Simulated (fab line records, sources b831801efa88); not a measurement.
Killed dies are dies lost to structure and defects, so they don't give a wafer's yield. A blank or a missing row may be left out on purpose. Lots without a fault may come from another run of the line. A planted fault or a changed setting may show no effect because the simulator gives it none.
Problem report in the 8D (eight disciplines) form, filled by code | flow sky130 | the parts of the form that need people (team, actions taken, sign-off) are left out

1. THE PROBLEM
oes_product_au at SKY_GATE_OXIDE_STRIP_13 reads a mean of 0.928 a.u. on 3 wafers of 1 lot; wafers without a fault read 0.715 a.u. with a standard deviation of 0.0048. That is +44 standard deviations from the usual mean.
The step: strips in O2/N2.
First seen on wafer L466.1, day 19 19:04, on plasma_asher-01. The record holds 39 wafers of 13 lots with a number at this step. Rule for "out", or "out of limits": more than 4 standard deviations from the usual mean. The other wafers with a number count as sound.

2. WHAT IT IS AND WHAT IT IS NOT
question                    | is                     | is not
which readings at this step | oes_product_au         | drypump_motor_current_A
which lots                  | L466                   | L450, L451, L452, L453, L454, L456, L457, L458, L459, L460, L461, L464
which wafers of those lots  | all that have a number | -
read on which tools         | plasma_asher-01        | plasma_asher-02, plasma_asher-04
when                        | from day 19 19:04      | up to then (36 sound wafers)

3. SUSPECTS, AND WHAT RULES EACH OUT
Counting: a tool at a process step up to the reading stays a suspect if it ran every lot that is out and no sound lot after the first of them.
- plasma_asher-02 at SKY_VT_ADJUST_NCORE_STRIP_10 (strips in O2/N2): kept. It ran the lot that is out, L466 (day 13 13:07), and no sound lot after that; its last sound lot up to then is L459 (day 11 10:54).
- plasma_asher-01 at SKY_GATE_OXIDE_STRIP_13 (strips in O2/N2): kept. It ran the lot that is out, L466 (day 19 19:04), and no sound lot after that; its last sound lot up to then is L464 (day 19 06:38). Its own readings are out on those wafers: oes_product_au.
Left after counting: plasma_asher-02 at SKY_VT_ADJUST_NCORE_STRIP_10, plasma_asher-01 at SKY_GATE_OXIDE_STRIP_13.

4. THE CAUSE (what the simulator had put in)
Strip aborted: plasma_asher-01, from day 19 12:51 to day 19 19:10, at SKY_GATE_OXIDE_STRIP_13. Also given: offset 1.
Counting left 2 suspects, and this tool is among them.

5. THE CHAIN OF EFFECTS, in route order
Each row: a reading whose mean over the struck wafers that have a number lies more than 3 standard deviations from the usual. Only readings for which the record gives a usual standard deviation are gone through. hours: the time from each lot's start at the first step in this table that gives one to its start at this step, as a median over the lots. sigmas: the change in usual standard deviations.
hours | step                    | reading             | usual      | on struck wafers | change | sigmas
0     | SKY_GATE_OXIDE_STRIP_13 | oes_product_au      | 0.715 a.u. | 0.928            | +0.213 | +44
725   | SKY_PAD_OPEN_PROBE_99   | killed_at_front_end | 14         | 417              | +403   | +98
725   | SKY_PAD_OPEN_PROBE_99   | killed_dies         | 85         | 492              | +407   | +43
725   | SKY_PAD_OPEN_PROBE_99   | killed_on_rim       | 17         | 96               | +79    | +20
The process steps in it:
- SKY_GATE_OXIDE_STRIP_13: strips in O2/N2.
- SKY_PAD_OPEN_PROBE_99
Readings that are blank on the struck wafers while sound wafers have them: strip_time_to_endpoint_s at SKY_GATE_OXIDE_STRIP_13.

6. WHAT WOULD HAVE CAUGHT IT SOONER
In this record the first reading out of limits was taken at day 19 19:04, 6 hours after the fault began at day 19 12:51.
